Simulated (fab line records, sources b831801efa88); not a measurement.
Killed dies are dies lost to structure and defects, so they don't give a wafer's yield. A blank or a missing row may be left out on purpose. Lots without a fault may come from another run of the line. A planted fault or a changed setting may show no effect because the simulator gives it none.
Which tool did it? | flow gf180mcu | 14 lots, 42 wafers sampled, at 6 steps of a route of 602

WHAT THE GAUGES READ, wafer by wafer
GF_DNWELL_TW_MEAS_09. Usual: DNWELL_TW 1360, standard deviation 8.1.
lot  | measured    | on            | DNWELL_TW      | flag
L306 | day 2 18:10 | film_metro-02 | 1371 1375 1374 |
L307 | day 3 00:18 | film_metro-02 | 1359 1363 1349 |
L308 | day 3 07:11 | film_metro-02 | 1363 1361 1360 |
L309 | day 3 11:20 | film_metro-03 | 1368 1369 1362 |
L310 | day 3 16:03 | film_metro-01 | 1359 1356 1353 |
L311 | day 3 23:25 | film_metro-01 | 1359 1350 1351 |
L312 | day 4 04:14 | film_metro-01 | 1364 1359 1360 |
L313 | day 4 08:39 | film_metro-03 | 1359 1364 1366 |
L315 | day 4 19:20 | film_metro-03 | 1351 1345 1345 |
L316 | day 5 00:37 | film_metro-02 | 1365 1362 1360 |
L320 | day 5 21:14 | film_metro-02 | 1359 1363 1360 |
L326 | day 7 04:49 | film_metro-02 | 1356 1351 1355 |
L328 | day 7 15:01 | film_metro-03 | 1353 1356 1362 |
L329 | day 7 21:13 | film_metro-02 | 1350 1347 1348 |

GF_LVPWELL_TW_MEAS_11. Usual: LVPWELL_TW 564, standard deviation 4.1.
lot  | measured    | on            | LVPWELL_TW  | flag
L306 | day 3 20:43 | film_metro-03 | 562 566 565 |
L307 | day 4 02:35 | film_metro-04 | 566 567 565 |
L308 | day 4 10:11 | film_metro-01 | 564 562 564 |
L309 | day 4 14:49 | film_metro-01 | 564 563 564 |
L310 | day 4 20:48 | film_metro-03 | 563 563 559 |
L311 | day 5 04:08 | film_metro-01 | 560 561 560 |
L312 | day 5 09:25 | film_metro-03 | 560 562 563 |
L313 | day 5 13:20 | film_metro-01 | 559 559 559 |
L315 | day 6 01:29 | film_metro-01 | 560 559 560 |
L316 | day 6 06:05 | film_metro-04 | 570 572 574 |
L320 | day 7 04:40 | film_metro-03 | 561 561 559 |
L326 | day 8 12:36 | film_metro-03 | 560 559 559 |
L328 | day 8 23:44 | film_metro-04 | 566 566 565 |
L329 | day 9 05:54 | film_metro-04 | 566 568 566 |

GF_MVPSD_OVL_MEAS_07. Usual: MVPSD_OVL -0.5 nm, standard deviation 1.4.
lot  | measured     | on         | MVPSD_OVL (nm) | flag
L306 | day 5 01:13  | overlay-02 | 1.2 2.5 1.2    |
L307 | day 5 06:42  | overlay-01 | -1.0 -1.2 -0.6 |
L308 | day 5 14:25  | overlay-01 | -1.4 -0.9 -2.0 |
L309 | day 5 20:06  | overlay-01 | -1.4 -2.2 0.8  |
L310 | day 6 02:20  | overlay-02 | -2.4 -0.8 -0.2 |
L311 | day 6 10:17  | overlay-02 | -1.1 -2.6 -4.3 |
L312 | day 6 14:48  | overlay-02 | 1.0 0.8 2.7    |
L313 | day 6 19:37  | overlay-02 | 1.4 1.5 -0.7   |
L315 | day 7 08:58  | overlay-02 | -0.2 0.0 0.2   |
L316 | day 7 13:41  | overlay-01 | -3.0 -0.8 -2.3 |
L320 | day 8 12:24  | overlay-01 | -0.8 -1.1 -0.5 |
L326 | day 9 20:20  | overlay-01 | -1.4 -1.7 -0.3 |
L328 | day 10 08:46 | overlay-02 | -1.9 0.4 0.8   |
L329 | day 10 15:00 | overlay-02 | 1.0 1.6 -0.2   |

GF_MVPSD_TW_MEAS_11. Usual: MVPSD_TW 557, standard deviation 4.3.
lot  | measured     | on            | MVPSD_TW    | flag
L306 | day 5 01:39  | film_metro-04 | 563 564 563 |
L307 | day 5 07:08  | film_metro-04 | 562 564 567 |
L308 | day 5 14:50  | film_metro-01 | 554 555 557 |
L309 | day 5 20:32  | film_metro-01 | 554 553 555 |
L310 | day 6 02:47  | film_metro-04 | 564 565 564 |
L311 | day 6 10:43  | film_metro-01 | 553 553 554 |
L312 | day 6 15:14  | film_metro-03 | 555 558 557 |
L313 | day 6 20:03  | film_metro-04 | 565 566 566 |
L315 | day 7 09:25  | film_metro-01 | 555 553 559 |
L316 | day 7 14:26  | film_metro-03 | 583 584 580 | OFF
L320 | day 8 13:17  | film_metro-04 | 588 589 588 | OFF
L326 | day 9 20:47  | film_metro-03 | 556 560 554 |
L328 | day 10 09:14 | film_metro-01 | 554 555 551 |
L329 | day 10 15:26 | film_metro-03 | 558 557 559 |

GF_VT_IMPLANT_RS_MEAS_49: measures by four-point-probe. Usual: MVPSD_RS 1170.0 ohm/sq, standard deviation 2.9.
lot  | measured     | on            | MVPSD_RS (ohm/sq)    | flag
L306 | day 7 14:41  | film_metro-01 | 1167.7 1172.5 1167.0 |
L307 | day 7 21:37  | film_metro-04 | 1167.6 1168.1 1163.4 |
L308 | day 8 06:20  | film_metro-03 | 1164.4 1165.9 1163.1 |
L309 | day 8 11:33  | film_metro-03 | 1171.1 1167.7 1168.9 |
L310 | day 8 17:55  | film_metro-03 | 1172.2 1171.1 1171.7 |
L311 | day 9 01:17  | film_metro-04 | 1168.5 1168.2 1167.3 |
L312 | day 9 07:08  | film_metro-04 | 1171.2 1173.1 1168.3 |
L313 | day 9 12:44  | film_metro-01 | 1172.7 1173.5 1172.4 |
L315 | day 10 03:02 | film_metro-04 | 1170.0 1169.4 1168.6 |
L316 | day 10 06:49 | film_metro-01 | 1013.0 1009.0 1009.0 | OFF
L320 | day 11 06:53 | film_metro-03 | 1009.0 1011.2 1006.7 | OFF
L326 | day 12 18:49 | film_metro-04 | 1167.9 1169.0 1166.9 |
L328 | day 13 10:37 | film_metro-01 | 1169.2 1168.7 1166.9 |
L329 | day 13 17:28 | film_metro-03 | 1170.7 1165.6 1171.0 |

WHICH TOOL RAN EACH LOT (tool, then ch and the chambers of the sampled wafers, then the start)
lot  | GF_MVPSD_IMPLANT_09
L306 | implanter-04 ch 0, day 5 01:26
L307 | implanter-03 ch 0, day 5 06:55
L308 | implanter-03 ch 0, day 5 14:35
L309 | implanter-01 ch 0, day 5 20:17
L310 | implanter-04 ch 0, day 6 02:33
L311 | implanter-01 ch 0, day 6 10:28
L312 | implanter-01 ch 0, day 6 14:59
L313 | implanter-01 ch 0, day 6 19:49
L315 | implanter-04 ch 0, day 7 09:11
L316 | implanter-01 ch 0, day 7 13:52
L320 | implanter-04 ch 0, day 8 12:35
L326 | implanter-04 ch 0, day 9 20:33
L328 | implanter-03 ch 0, day 10 08:58
L329 | implanter-04 ch 0, day 10 15:13
- GF_MVPSD_IMPLANT_09

WHAT THE TOOLS THEMSELVES READ (means of the sampled wafers that have a number; where no wafer has one, the mark that the record gives instead)
The record holds no such reading with a usual standard deviation.

THE ANSWER, worked out from the rows above alone
Rule: a lot is off if the mean of its wafers that have a number lies more than 3 standard deviations from the usual mean. A lot without any number at a reading at which 4 lots or more have one is off too. The other lots that the step has rows for count as sound. The gauges are gone through in route order, then the tools' own readings, and for those a lot's mean is taken as printed above. The first step at which some lot is off is used, and at that step the reading that is off furthest; a lot without a number counts as furthest.
Off: L316, L320, at GF_MVPSD_TW_MEAS_11 (MVPSD_TW).
A tool fits if, at a process step before that reading, it ran every lot that is off, and no sound lot after the first of them. The gauges at GF_MVPSD_TW_MEAS_11 are tried like those tools. None of those tried fits.

WHAT THE SIMULATOR HAD PUT IN
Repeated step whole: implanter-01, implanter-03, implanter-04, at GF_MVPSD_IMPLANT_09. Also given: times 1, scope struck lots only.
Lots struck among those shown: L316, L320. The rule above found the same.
